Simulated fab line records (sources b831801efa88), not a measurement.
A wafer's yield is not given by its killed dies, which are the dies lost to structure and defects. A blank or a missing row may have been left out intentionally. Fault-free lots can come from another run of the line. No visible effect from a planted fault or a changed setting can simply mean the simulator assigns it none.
A single fault, viewed from 2 desks    flow sky130    every desk sees just its own numbers, and what lay behind them comes last

== THE METROLOGY DESK ==
What the gauges read for every lot (on any tool): the sampled wafers with a number, averaged. If a lot's mean is further than 4 standard deviations from the usual mean, the lot is out of limits and carries the mark OUT (the distance appears in the brackets).
Columns: A = cd nm at SKY_POLY_GATE_CD_MEAS_22, usual 149.5 nm; B = cd nm at SKY_LDD_P_CD_MEAS_07, usual 380.0 nm; C = LDD_HVP_TW at SKY_LDD_HVP_TW_MEAS_10, usual 457
lot   first seen here  A      B      C
L500  day 17 18:59     151.7  383.5  462
L501  day 18 12:13     147.8  378.2  456
L503  day 18 16:31     146.4  379.3  462
L504  day 19 00:13     149.0  382.8  460
L506  day 19 10:46     150.8  376.6  461
L505  day 19 10:49     152.8  378.7  455
L507  day 19 22:44     149.2  373.4  458
L508  day 20 17:22     149.6  378.9  460
L510  day 21 03:24     150.7  375.6  454
L511  day 21 13:35     147.1  382.2  454
L512  day 22 00:01     148.5  381.1  458
L516  day 23 10:58     146.4  383.3  458
L519  day 24 11:54     149.8  384.9  457
L521  day 24 20:26     148.9  379.5  455
This desk found nothing out of limits on any of the 14 lots.

== DESK OF THE TOOL OWNER: implanter-01 ==
The tool's own readings at SKY_LDD_P_IMPLANT_09, given as means over the sampled wafers that have a number, one for each lot that went through this tool. If a lot's mean is further than 4 standard deviations from the usual mean, the lot is out of limits and carries the mark OUT (the distance appears in the brackets).
Columns: A = beam energy keV at SKY_LDD_P_IMPLANT_09, usual 25.002
lot   first seen here  A
L501  day 21 03:36     25.005
L503  day 21 07:46     25.011
L504  day 21 14:54     25.000
L506  day 22 03:16     25.005
L512  day 24 13:44     25.004
L519  day 27 01:08     26.765 (+99 or more) OUT
L521  day 27 09:56     26.767 (+99 or more) OUT
This desk finds L519, L521 out of limits, L519 being first, at day 27 01:08 (beam energy keV at SKY_LDD_P_IMPLANT_09). L501, L503, L504, L506, L512: within limits.

== ALL TOGETHER ==
The tool owner's desk had the chance to raise an alarm at day 27 01:08 on L519, L521.
From the metrology desk's view, nothing was out of limits.
The metrology desk holds a record of L519, L521, inside its limits.
The lots listed all ran SKY_LDD_P_IMPLANT_09 on implanter-01.

== WHAT WAS PUT IN BY THE SIMULATOR ==
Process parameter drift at SKY_LDD_P_IMPLANT_09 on implanter-01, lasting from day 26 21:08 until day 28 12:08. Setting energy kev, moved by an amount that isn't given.
Struck lots among those shown: L519, L521.
Hours from the fault's start to each desk's first reading out of limits: the tool owner's desk, 4.
